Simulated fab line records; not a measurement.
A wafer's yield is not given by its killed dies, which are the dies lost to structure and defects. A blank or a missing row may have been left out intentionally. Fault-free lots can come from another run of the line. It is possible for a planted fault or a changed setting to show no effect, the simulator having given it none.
fab line records ; flow gf180mcu
[record] lots = 12; wafers = 36; last-day = 34
route steps=602 shown CONTACT@291 M2@362 V2@399
lots that met no fault: taken from a fault-free run of the same line
start-h: start of the lot's first displayed wafer, in hours after the record's first day ; wait-h: time in hours since the lot's previous step ; " unchanged from the row above ; L1.1+2: a row that stands for several wafers ; - no value, or no start given ; * or withheld: withheld ; < > ~ a bound
route shown NAME@n: names a module that has steps shown in the file, with the first one's number in the route ; usual: mean/standard deviation taken from wafers without a fault ; same: alike in all rows ; chamber/n: place in a boat ; sites: each site's reading ; _std_site: standard deviation of those values ; _edge_site: outer sites' mean less inner sites' ; radius-mm: for every site, how far away it sits from the centre of the wafer ; mask NAME#n: copy n ; behind: the most recent tool/chamber to have shaped the wafer ; hold: cause of the lot's hold/its duration in hours/its outcome ; device: the transistor (n, p or np) that didn't switch ; end of line: tests run on the same wafers once the route is complete ; a step with no rows: only its recipe ; killed: dies lost to structure and defects at the first sort, not the wafer's yield ; map: shows each die of a wafer: x if killed, . if not, _ if none is there
set.NAME: the setting as run; set.NAME@STEP: as run at that earlier step ; model.NAME: the simulator's own value behind a step, which no gauge read
one table for each step of the route and one row for each wafer, over a sample of lots
services: from which hour (start-h, from the record's first day; less than 0 if before it) a tool's chamber was out of use, for how many hours, and why
[[steps]]
[step GF_CONTACT_CMP_04]
[recipe] material = SiO2; down-force-psi = 4; platen-rpm = 60; pad-velocity-m-s = 0.94248
[usual] edge-zone-pressure-frac = 1.000/0.005; motor-current-A = 11.7/0.97; time-to-endpoint-s = 112/7.4
lot.wafer;tool;chamber;start-h;wait-h;edge-zone-pressure-frac;motor-current-A;time-to-endpoint-s
L156.2;cmp-01;0;348.71;0.0;1.007;11.2;112
L156.1;cmp-01;1;348.71;0.0;1.000;12.1;114
L156.4;cmp-01;2;348.71;0.0;1.010;12.5;119
L158.4;cmp-01;2;380.54;0.0;1.000;12.0;113
L158.1;cmp-01;1;380.54;0.0;1.002;12.1;111
L158.5;cmp-01;3;380.54;0.0;1.003;10.9;103
L160.1;cmp-02;1;394.92;0.1;1.000;12.3;111
L160.4;cmp-02;3;394.92;0.1;1.000;11.5;115
L160.5;cmp-02;1;394.92;0.1;1.005;13.2;111
L163.2;cmp-01;1;426.55;0.0;0.999;12.5;116
L163.3;cmp-01;2;426.55;0.0;1.005;12.5;114
L163.1;cmp-01;3;426.55;0.0;0.990;11.3;100
L161.3;cmp-02;0;426.86;0.0;0.997;11.3;108
L161.2;cmp-02;1;426.86;0.0;0.998;13.0;97
L161.1;cmp-02;2;426.86;0.0;1.004;9.7;107
L162.2;cmp-01;0;427.15;0.0;1.002;12.4;102
L162.4;cmp-01;3;427.15;0.0;1.004;11.5;109
L162.6;cmp-01;0;427.15;0.0;0.996;12.5;106
L165.3;cmp-02;3;449.71;0.1;1.003;11.8;110
L165.1;cmp-02;1;449.71;0.1;1.005;12.5;100
L165.5;cmp-02;3;449.71;0.1;1.008;11.1;109
L166.3;cmp-01;3;450.10;0.3;0.996;11.2;84
L166.5;cmp-01;0;450.10;0.3;0.991;12.3;88
L166.6;cmp-01;1;450.10;0.3;1.000;12.5;104
L167.3;cmp-01;0;460.29;0.0;1.000;11.3;78
L167.2;cmp-01;2;460.29;0.0;0.998;11.7;88
L167.5;cmp-01;0;460.29;0.0;0.993;12.7;86
L175.4;cmp-02;3;510.76;0.2;0.998;11.5;119
L175.5;cmp-02;0;510.76;0.2;0.997;11.0;131
L175.6;cmp-02;1;510.76;0.2;0.997;13.2;117
L176.4;cmp-01;0;517.75;0.0;1.010;12.3;109
L176.1;cmp-01;1;517.75;0.0;1.006;13.3;119
L176.3;cmp-01;2;517.75;0.0;1.010;12.1;118
L177.2;cmp-01;0;527.08;0.0;1.004;12.6;105
L177.3;cmp-01;3;527.08;0.0;1.007;10.3;113
L177.5;cmp-01;1;527.08;0.0;0.996;13.1;125
[step GF_CONTACT_ETCH_17]
[recipe] chemistry = C4F8/O2/Ar; mask-material = KrF; target = SiO2; stop-on = CoSi2; source-w = 1500; bias-w = 1200; pressure-mtorr = 40; c4f8-flow-sccm = withheld; O2_flow_sccm = 6; Ar_flow_sccm = 300; time-s = withheld; target-depth-a = 8600
[usual] bias-w = 1200/3.4; oes-product-au = 0.814/0.0049
lot.wafer;tool;chamber;start-h;wait-h;bias-w;oes-product-au
L156.1;rie-diel-01;3;-;-;1200;0.815
L156.2;rie-diel-01;2;-;-;1199;0.813
L156.4;rie-diel-01;0;-;-;1198;0.822
L158.1;rie-diel-02;0;-;-;1194;0.818
L158.4;rie-diel-02;3;-;-;1196;0.815
L158.5;rie-diel-02;0;-;-;1194;0.807
L160.1;rie-diel-01;3;-;-;1204;0.822
L160.4;rie-diel-01;2;-;-;1202;0.817
L160.5;rie-diel-01;1;-;-;1197;0.815
L163.1;rie-diel-04;3;-;-;1195;0.813
L163.2;rie-diel-04;1;-;-;1201;0.816
L163.3;rie-diel-04;0;-;-;1201;0.815
L161.1;rie-diel-01;0;-;-;1201;0.814
L161.2;rie-diel-01;2;-;-;1198;0.806
L161.3;rie-diel-01;3;-;-;1204;0.818
L162.2;rie-diel-04;0;-;-;1202;0.811
L162.4;rie-diel-04;1;-;-;1205;0.813
L162.6;rie-diel-04;0;-;-;1202;0.814
L165.1;rie-diel-02;2;-;-;1199;0.810
L165.3;rie-diel-02;0;-;-;1202;0.818
L165.5;rie-diel-02;2;-;-;1198;0.814
L166.3;rie-diel-04;2;-;-;1201;0.834
L166.5;rie-diel-04;3;-;-;1204;0.840
L166.6;rie-diel-04;1;-;-;1204;0.839
L167.2;rie-diel-01;1;-;-;1200;0.840
L167.3;rie-diel-01;3;-;-;1198;0.838
L167.5;rie-diel-01;2;-;-;1202;0.836
L175.4;rie-diel-04;3;-;-;1199;0.815
L175.5;rie-diel-04;1;-;-;1201;0.808
L175.6;rie-diel-04;0;-;-;1204;0.819
L176.1;rie-diel-02;3;-;-;1203;0.813
L176.3;rie-diel-02;2;-;-;1194;0.822
L176.4;rie-diel-02;1;-;-;1196;0.818
L177.2;rie-diel-02;2;-;-;1202;0.810
L177.3;rie-diel-02;1;-;-;1196;0.810
L177.5;rie-diel-02;2;-;-;1201;0.814
[step GF_M2_SPUTTER_00]
[recipe] material = Ti; target-thk-nm = 37.5; arriving-ion-energy-ev = 80; substrate-temp-c = 200; chamber-pressure-pa = 2; power-w = 4000; time-s = 150
[usual] throttle-valve-pct = 29.4/1
[same] time-s = 150
lot.wafer;tool;chamber;start-h;wait-h;throttle-valve-pct
L156.1;pvd-sputter-02;-;421.83;0.2;28.6
L156.2;pvd-sputter-02;-;421.83;0.2;30.1
L156.4;pvd-sputter-02;-;421.83;0.2;27.5
L158.1;pvd-sputter-03;-;456.60;0.2;29.8
L158.4;pvd-sputter-03;-;456.60;0.2;29.8
L158.5;pvd-sputter-03;-;456.60;0.2;29.9
L160.1;pvd-sputter-02;-;472.12;0.2;27.4
L160.4;pvd-sputter-02;-;472.12;0.2;29.7
L160.5;pvd-sputter-02;-;472.12;0.2;30.4
L163.1;pvd-sputter-03;-;502.75;0.1;29.9
L163.2;pvd-sputter-03;-;502.75;0.1;29.8
L163.3;pvd-sputter-03;-;502.75;0.1;30.2
L161.1;pvd-sputter-04;-;503.82;0.2;30.0
L161.2;pvd-sputter-04;-;503.82;0.2;29.6
L161.3;pvd-sputter-04;-;503.82;0.2;29.2
L162.2;pvd-sputter-02;-;504.42;0.1;29.9
L162.4;pvd-sputter-02;-;504.42;0.1;27.3
L162.6;pvd-sputter-02;-;504.42;0.1;30.6
L165.1;pvd-sputter-02;-;525.87;0.1;30.7
L165.3;pvd-sputter-02;-;525.87;0.1;27.7
L165.5;pvd-sputter-02;-;525.87;0.1;27.5
L166.3;pvd-sputter-02;-;526.10;0.2;27.5
L166.5;pvd-sputter-02;-;526.10;0.2;27.4
L166.6;pvd-sputter-02;-;526.10;0.2;30.2
L167.2;pvd-sputter-02;-;535.28;0.2;30.5
L167.3;pvd-sputter-02;-;535.28;0.2;29.6
L167.5;pvd-sputter-02;-;535.28;0.2;29.6
L175.4;pvd-sputter-04;-;581.27;0.2;29.9
L175.5;pvd-sputter-04;-;581.27;0.2;28.7
L175.6;pvd-sputter-04;-;581.27;0.2;29.7
L176.1;pvd-sputter-02;-;588.22;0.1;29.8
L176.3;pvd-sputter-02;-;588.22;0.1;27.4
L176.4;pvd-sputter-02;-;588.22;0.1;28.6
L177.2;pvd-sputter-04;-;597.27;0.2;29.8
L177.3;pvd-sputter-04;-;597.27;0.2;29.3
L177.5;pvd-sputter-04;-;597.27;0.2;29.7
[step GF_M2_METAL_ETCH_16]
[recipe] chemistry = Cl2/BCl3; mask-material = KrF; target-depth-nm = 627.5; stop-on = SiO2; pressure-mtorr = 8; icp-w = 800; bias-w = 140; Cl2_flow_sccm = 80; bcl3-flow-sccm = 40; time-s = 104.6
[usual] bias-w = 140.0/0.38; drypump-motor-current-A = 5.7/0.42; oes-product-au = 0.970/0.0063; throttle-valve-pct = 28.252/0.01
[same] time-s = 104.6
lot.wafer;tool;chamber;start-h;wait-h;bias-w;drypump-motor-current-A;oes-product-au;rf-hours-counter-h;throttle-valve-pct
L156.1;rie-metal-03;0;446.69;0.0;139.3;5.8;0.970;10;28.249
L156.2;rie-metal-03;1;446.69;0.0;140.2;5.3;0.972;10;28.255
L156.4;rie-metal-03;1;446.69;0.0;139.8;5.3;0.971;-;28.261
L158.1;rie-metal-03;1;481.19;0.0;138.9;5.3;0.978;0;28.251
L158.4;rie-metal-03;0;481.19;0.0;140.0;5.8;0.963;-;28.252
L158.5;rie-metal-03;1;481.19;0.0;139.6;5.3;0.964;-;28.243
L160.1;rie-metal-03;0;495.99;0.0;139.9;5.8;0.976;11;28.236
L160.4;rie-metal-03;0;495.99;0.0;139.7;5.8;0.966;-;28.247
L160.5;rie-metal-03;1;495.99;0.0;139.9;5.3;0.959;-;28.271
L163.1;rie-metal-04;0;525.89;0.0;140.4;5.4;0.975;10;28.253
L163.2;rie-metal-04;1;525.89;0.0;139.6;6.5;0.978;2;28.244
L163.3;rie-metal-04;1;525.89;0.0;140.0;6.4;0.964;-;28.252
L161.1;rie-metal-03;1;527.20;0.0;140.5;5.3;0.978;2;28.246
L161.2;rie-metal-03;0;527.20;0.0;139.6;5.8;0.973;0;28.248
L161.3;rie-metal-03;0;527.20;0.0;139.5;5.8;0.968;-;28.255
L162.2;rie-metal-04;0;528.15;0.0;139.6;5.4;0.967;10;28.245
L162.4;rie-metal-04;0;528.15;0.0;139.4;5.3;0.972;-;28.244
L162.6;rie-metal-04;1;528.15;0.0;139.8;6.5;0.966;-;28.267
L165.1;rie-metal-04;0;547.76;0.0;140.1;5.4;0.964;11;28.252
L165.3;rie-metal-04;0;547.76;0.0;140.2;5.3;0.978;-;28.261
L165.5;rie-metal-04;0;547.76;0.0;140.2;5.3;0.969;-;28.242
L166.3;rie-metal-02;0;548.54;0.1;139.6;5.5;0.971;-;28.238
L166.5;rie-metal-02;1;548.54;0.1;139.5;5.5;0.965;-;28.240
L166.6;rie-metal-02;0;548.54;0.1;139.8;5.5;0.969;-;28.232
L167.2;rie-metal-02;1;557.41;0.0;139.3;5.5;0.967;6;28.257
L167.3;rie-metal-02;0;557.41;0.0;139.9;5.4;0.972;-;28.258
L167.5;rie-metal-02;1;557.41;0.0;139.4;5.5;0.971;-;28.256
L175.4;rie-metal-02;1;602.46;0.1;139.8;5.4;0.972;-;28.255
L175.5;rie-metal-02;1;602.46;0.1;140.1;5.4;0.964;-;28.276
L175.6;rie-metal-02;1;602.46;0.1;140.2;5.4;0.979;-;28.255
L176.1;rie-metal-04;0;608.35;0.0;139.9;5.3;0.963;13;28.245
L176.3;rie-metal-04;0;608.35;0.0;140.1;5.4;0.964;-;28.254
L176.4;rie-metal-04;1;608.35;0.0;140.1;6.4;0.976;-;28.251
L177.2;rie-metal-02;0;617.31;0.0;140.4;5.5;0.958;0;28.252
L177.3;rie-metal-02;1;617.31;0.0;140.2;5.4;0.966;-;28.268
L177.5;rie-metal-02;0;617.31;0.0;140.4;5.4;0.956;-;28.264
[step GF_V2_ETCH_17]
[recipe] chemistry = C4F8/O2/Ar; mask-material = KrF; target = SiO2; stop-on = TiN; source-w = 1500; bias-w = 1200; pressure-mtorr = 40; c4f8-flow-sccm = withheld; O2_flow_sccm = 6; Ar_flow_sccm = 300; time-s = withheld; target-depth-a = 6300
[usual] bias-w = 1201/3.5; oes-product-au = 0.857/0.0047
lot.wafer;tool;chamber;start-h;wait-h;bias-w;oes-product-au
L156.1;rie-diel-01;3;-;-;1210;0.851
L156.2;rie-diel-01;1;-;-;1195;0.863
L156.4;rie-diel-01;0;-;-;1198;0.858
L158.1;rie-diel-03;0;-;-;1200;0.854
L158.4;rie-diel-03;2;-;-;1204;0.848
L158.5;rie-diel-03;0;-;-;1195;0.850
L160.1;rie-diel-03;1;-;-;1204;0.858
L160.4;rie-diel-03;2;-;-;1201;0.863
L160.5;rie-diel-03;1;-;-;1200;0.850
L163.1;rie-diel-01;1;-;-;1192;0.861
L163.2;rie-diel-01;3;-;-;1200;0.858
L163.3;rie-diel-01;2;-;-;1200;0.863
L161.1;rie-diel-01;3;-;-;1200;0.856
L161.2;rie-diel-01;2;-;-;1199;0.850
L161.3;rie-diel-01;1;-;-;1202;0.865
L162.2;rie-diel-04;1;-;-;1199;0.864
L162.4;rie-diel-04;3;-;-;1204;0.863
L162.6;rie-diel-04;2;-;-;1195;0.856
L165.1;rie-diel-01;2;-;-;1197;0.849
L165.3;rie-diel-01;3;-;-;1200;0.852
L165.5;rie-diel-01;2;-;-;1198;0.856
L166.3;rie-diel-04;3;-;-;1201;0.848
L166.5;rie-diel-04;0;-;-;1202;0.857
L166.6;rie-diel-04;1;-;-;1203;0.856
L167.2;rie-diel-01;1;-;-;1202;0.857
L167.3;rie-diel-01;2;-;-;1201;0.854
L167.5;rie-diel-01;0;-;-;1198;0.851
L175.4;rie-diel-01;3;-;-;1201;0.852
L175.5;rie-diel-01;1;-;-;1204;0.850
L175.6;rie-diel-01;2;-;-;1202;0.856
L176.1;rie-diel-03;0;-;-;1202;0.853
L176.3;rie-diel-03;3;-;-;1202;0.854
L176.4;rie-diel-03;0;-;-;1205;0.854
L177.2;rie-diel-01;2;-;-;1202;0.848
L177.3;rie-diel-01;0;-;-;1202;0.853
L177.5;rie-diel-01;2;-;-;1208;0.857
[[services]]
tool;chamber;start-h;hours;kind
cmp-01;-;351.97;0.5;repair
rie-diel-02;-;358.69;0.3;repair
cmp-01;-;404.29;4.0;pm
rie-diel-01;3;408.96;5.3;repair
cmp-02;-;433.29;3.6;repair
rie-diel-02;-;443.82;28.1;pm
rie-diel-04;0;472.04;6.6;repair
rie-diel-04;-;484.89;2.8;pm
rie-metal-04;-;485.05;2.8;pm
rie-diel-01;-;487.97;2.8;pm
cmp-01;-;507.01;2.7;pm
rie-diel-04;0;521.41;8.8;repair
cmp-02;-;538.27;1.2;repair
cmp-01;-;544.59;4.8;pm
rie-metal-03;-;551.34;2.0;repair
rie-metal-03;-;553.48;1.9;repair
rie-diel-04;2;554.79;3.7;repair
cmp-02;-;560.83;0.2;repair
rie-diel-01;-;585.79;1.1;repair
rie-diel-01;-;586.19;0.4;repair
pvd-sputter-02;-;592.20;4.6;repair
pvd-sputter-02;-;605.02;3.2;repair
cmp-01;-;612.90;0.3;repair
cmp-01;-;629.91;1.7;repair
[[key]]
[first-sign] step = GF_CONTACT_CMP_04; reading = time-to-endpoint-s; direction = down; sigmas = 3.3; usual = *; struck = *
[effect] step = GF_CONTACT_ETCH_17; reading = oes-product-au; direction = up; sigmas = 4.9; usual = 0.814; struck = 0.838
met-at GF_CONTACT_CMP_04
struck-lots L166,L167
tester-left-out L166,L167
not-acting-at GF_M2_SPUTTER_00,GF_M2_METAL_ETCH_16,GF_V2_ETCH_17
onset-between 427.15 450.10
[fault] kind = process-parameter-drift; tool = cmp-01; chamber = -; onset-h = 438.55; steps = GF_CONTACT_CMP_04; channel = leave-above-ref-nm; offset = 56; shape = step; end-h = 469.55; acts-in = these-recipes-only; stated = 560
// tester-left-out: of these lots the tester's yield and bins aren't shown, on N5 and GAA mostly nor the transistor test; their killed dies are dies lost to structure and defects alone, not to doping, threshold or leakage, so they don't give the yield
